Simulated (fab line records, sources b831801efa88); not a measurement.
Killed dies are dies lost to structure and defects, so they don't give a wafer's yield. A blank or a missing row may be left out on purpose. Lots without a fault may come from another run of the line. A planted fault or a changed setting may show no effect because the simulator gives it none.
fab line records | flow sky130
record lots=6 wafers=18 last_day=50
route steps=708 shown POLY_GATE@213 RES_PROTECT@214
lots that met no fault: from a run of the same line without faults
start_h: hours from the record's first day to the start of the lot's first wafer shown | wait_h: hours since the lot's step before | " the same as in the row above | L1.1+2: a row that stands for several wafers | - no value, or no start given | * or withheld: withheld | < > ~ a bound
route shown NAME@n: a module of which the file shows steps, and the number in the route of the first | usual: mean/standard deviation of fault-free wafers | same: alike in all rows | chamber/n: place in a boat | sites: the reading at each site | _std_site: their standard deviation | _edge_site: outer sites' mean less inner sites' | radius_mm: how far each site lies from the wafer's centre | mask NAME#n: copy n | behind: the tool/chamber that last shaped the wafer | hold: why the lot was held/for how many hours/how that ended | device: the transistor (n, p or np) that didn't switch | end of line: the same wafers' tests at the end of the route | a step without rows: its recipe alone | killed: dies lost to structure and defects at the first sort, not the wafer's yield | map: a wafer's dies, x killed, . not, _ none there
set.NAME: the setting as run; set.NAME@STEP: as run at that earlier step | model.NAME: the simulator's own value behind a step, which no gauge read
lots at some steps of the route; a table a step, a row a wafer
services: from which hour (start_h, from the record's first day; less than 0 if before it) a tool's chamber was out of use, for how many hours, and why
## steps
# step SKY_POLY_GATE_IMPLANT_02
# recipe species=P energy_kev=30 dose_cm2=7.7e+15 tilt_deg=0
# step SKY_RES_PROTECT_STRIP_07
# recipe chemistry=O2/N2 power_w=1400 pressure_mtorr=1500 platen_temp_c=withheld o2_flow_sccm=3000 n2_flow_sccm=300 overash_fraction=0.5
# usual drypump_motor_current_A=5.9/0.52 oes_product_au=0.518/0.0044 strip_time_to_endpoint_s=23.33/0.041
# columns lot.wafer tool chamber start_h wait_h drypump_motor_current_A oes_product_au rf_hours_counter_h strip_time_to_endpoint_s
L804.1 plasma_asher-02 0 350.34 0.1 5.4 0.514 65 23.38
L804.2 " 1 " " 6.4 0.516 65 23.42
L804.3 " 0 " " 5.4 0.519 - 23.43
L818.1 plasma_asher-02 1 470.00 0.1 6.4 0.520 78 23.39
L818.3 " 1 " " 6.4 0.523 - 23.40
L818.5 " 1 " " 6.4 0.521 - 23.35
L819.2 plasma_asher-03 0 488.18 0.1 5.5 0.507 57 23.29
L819.3 " 0 " " 5.5 0.520 - 23.29
L819.4 " 1 " " 6.5 0.520 - 23.27
L820.3 plasma_asher-02 0 497.85 0.1 5.4 0.521 - 23.34
L820.4 " 1 " " 6.4 0.514 - 23.39
L820.6 " 0 " " 5.4 0.511 - 23.36
L824.2 plasma_asher-02 1 536.47 0.1 6.5 0.518 84 23.32
L824.3 " 0 " " 5.4 0.515 - 23.31
L824.6 " 1 " " 6.4 0.513 - 23.34
L825.1 plasma_asher-02 1 543.88 0.1 6.4 0.518 85 23.31
L825.2 " 0 " " 5.5 0.521 85 23.35
L825.6 " 0 " " 5.4 0.526 - 23.33
# step SKY_RES_PROTECT_TW_MEAS_08
# usual POLY_GATE_TW=4017/37
# columns lot.wafer tool chamber start_h wait_h POLY_GATE_TW
L804.1 film_metro-02 - 350.44 0.1 3936
L804.2 " - " " 3941
L804.3 " - " " 3947
L818.1 film_metro-04 - 470.10 0.1 4031
L818.3 " - " " 4062
L818.5 " - " " 4040
L819.2 film_metro-02 - 488.29 0.1 3992
L819.3 " - " " 3974
L819.4 " - " " 3981
L820.3 film_metro-02 - 497.94 0.1 4020
L820.4 " - " " 3977
L820.6 " - " " 3987
L824.2 film_metro-02 - 536.58 0.1 3962
L824.3 " - " " 3953
L824.6 " - " " 3966
L825.1 film_metro-03 - 543.98 0.1 4058
L825.2 " - " " 4065
L825.6 " - " " 4050
# step SKY_RES_PROTECT_CLEAN_09
# recipe chemistry=SC1/SC2 mix=1:4:20 temp_c=70 time_s=150 dry=n2_spin
# step SKY_POLY_GATE_CVD_03
# recipe material=Si3N4 precursor=DCS/NH3 target_thk_nm=75 temp_c=770 time_s=1290 pressure_mtorr=250
# step SKY_POLY_GATE_THK_MEAS_04
# recipe reads=Si3N4_of_POLY_GATE_CVD_03
# usual POLY_GATE_CVD_03_THK=75.2/0.68
# columns lot.wafer tool chamber start_h wait_h POLY_GATE_CVD_03_THK[nm]
L804.1 film_metro-02 - 352.96 0.0 75.2
L804.2 " - " " 75.5
L804.3 " - " " 75.2
L818.1 film_metro-01 - 472.32 0.0 75.4
L818.3 " - " " 75.2
L818.5 " - " " 75.1
L819.2 film_metro-02 - 492.72 0.0 76.5
L819.3 " - " " 75.6
L819.4 " - " " 75.8
L820.3 film_metro-04 - 499.76 0.0 74.8
L820.4 " - " " 74.7
L820.6 " - " " 74.6
L824.2 film_metro-04 - 546.11 0.0 74.9
L824.3 " - " " 74.8
L824.6 " - " " 74.7
L825.1 film_metro-04 - 546.16 0.1 75.5
L825.2 " - " " 76.0
L825.6 " - " " 75.1
# step SKY_POLY_GATE_DEHYDRATE_05
# recipe temp_c=200 time_s=60
# step SKY_POLY_GATE_HMDS_06
# recipe prime_time_s=60 prime_temp_c=120
# step SKY_POLY_GATE_COAT_07
# recipe resist=BARC temp_c=withheld time_s=withheld spin_rpm=3000 resist_thk_nm=110
# step SKY_POLY_GATE_COAT_08
# recipe resist=KrF-thick spin_rpm=3000 resist_thk_nm=450
# step SKY_POLY_GATE_SOFTBAKE_09
# recipe temp_c=100 time_s=90 resist=KrF-thick
# step SKY_POLY_GATE_EXPOSE_10
# recipe mask_id=P1M na=0.68 source_shape=conventional sigma_outer=0.6 target_cd_nm=150 dose_mj=28
# step SKY_POLY_GATE_PEB_11
# recipe peb_temp_c=withheld peb_time_s=withheld resist=KrF-thick
# usual chill_plate_temp_C=* exhaust_pa=45.1/0.92
# columns lot.wafer tool chamber start_h wait_h chill_plate_temp_C exhaust_pa
L804.1 litho_track-02 0 379 - * 45.0
L804.2 " 0 " " * 44.2
L804.3 " 0 " " * 44.0
L818.1 litho_track-04 - 502 - - -
L818.3 " - " " - -
L818.5 " - " " - -
L819.2 litho_track-02 - 523 - - -
L819.3 " - " " - -
L819.4 " - " " - -
L820.3 litho_track-03 0 529 - * 44.3
L820.4 " 0 " " * 44.1
L820.6 " 0 " " * 43.7
L824.2 litho_track-02 0 575 - * 43.7
L824.3 " 0 " " * 44.1
L824.6 " 0 " " * 43.8
L825.1 litho_track-02 0 576 - * 47.3
L825.2 " 0 " " * 46.3
L825.6 " 0 " " * 46.1
# step SKY_POLY_GATE_DEVELOP_12
# recipe develop_time_s=58.57 resist=KrF-thick dev_temp_c=21
## services
# columns tool chamber start_h hours kind
plasma_asher-02 - 338.39 8.6 repair
plasma_asher-02 - 370.82 0.4 repair
plasma_asher-02 - 380.90 2.1 repair
litho_track-04 - 407.14 - consumable_replace:filter
plasma_asher-03 - 444.06 14.6 pm
plasma_asher-02 - 475.71 2.8 repair
plasma_asher-03 - 480.51 2.8 pm
plasma_asher-02 - 532.22 3.3 repair
plasma_asher-02 - 550.34 2.8 pm
plasma_asher-03 - 569.85 1.9 repair
## key
first_sign step=SKY_POLY_GATE_PEB_11 reading=tool_record direction=missing
effect none on later readings
met_at SKY_POLY_GATE_PEB_11
struck_wafers L818.1,L818.3,L818.5,L819.2,L819.3,L819.4
later_rows_left_out L818.1,L818.3,L818.5,L819.2,L819.3,L819.4
sort_left_out L818.1,L818.3,L818.5,L819.2,L819.3,L819.4
tester_left_out L818,L819
onset_between 379 502
fault kind=skipped_step_whole tool=litho_track-02,litho_track-04 chamber=- onset_h=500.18 steps=SKY_POLY_GATE_PEB_11 scope=struck_lots_only
# tester_left_out: of these lots the tester's yield and bins aren't shown, on N5 and GAA mostly nor the transistor test; their killed dies are dies lost to structure and defects alone, not to doping, threshold or leakage, so they don't give the yield
# sort_left_out: the simulated sort isn't trusted on such a fault, so these wafers' sort isn't shown, and their yield isn't known
# later_rows_left_out: the simulator's readings of these wafers behind a module that went badly wrong aren't trusted and aren't shown, but for the sort
